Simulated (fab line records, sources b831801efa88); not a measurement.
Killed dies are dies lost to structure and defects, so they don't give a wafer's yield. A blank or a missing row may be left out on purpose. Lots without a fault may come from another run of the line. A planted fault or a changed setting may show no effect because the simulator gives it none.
Chamber matching | flow gf180mcu | GF_CONTACT_ETCH_16 on rie_diel-02: 4 sister chambers
The step etches BARC in N2/H2. 4 wafers are shown with their chamber, then 7 later ones without.

WAFERS WITH THEIR CHAMBER
wafer  | chamber | drypump_motor_current_A (A)
L119.5 | 2       | 5.2
L119.6 | 0       | 5.6
L121.1 | 3       | 6.5
L121.3 | 1       | 5.6

WAFERS WITHOUT THEIR CHAMBER
wafer  | drypump_motor_current_A (A)
L121.4 | 5.2
L122.1 | 5.7
L122.3 | 5.3
L122.5 | 5.2
L133.1 | 6.5
L133.2 | 5.6
L133.3 | 5.6

WHICH CHAMBER EACH WENT THROUGH
wafer  | from the rows above     | in truth
L121.4 | 2                       | 2
L122.1 | can't be placed: 0 or 1 | 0
L122.3 | 2                       | 2
L122.5 | 2                       | 2
L133.1 | 3                       | 3
L133.2 | can't be placed: 0 or 1 | 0
L133.3 | can't be placed: 0 or 1 | 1
Placed correctly: 4 of 7. Can't be placed from these rows: 3 (the true chamber is among the candidates in 3). Placed wrongly: 0.
How it was worked out, from the rows above alone: a wafer's distance from a chamber is the root of the sum, over the readings, of the square of ((its reading less the chamber's mean) divided by the reading's scatter). The wafer belongs to the nearest chamber; if the next one is less than 2 further off, it can't be placed. A chamber's mean is the mean of its shown wafers. The scatter: with one shown wafer a chamber, the root of the mean of the squares of how far each hidden wafer lies from its nearest shown one.
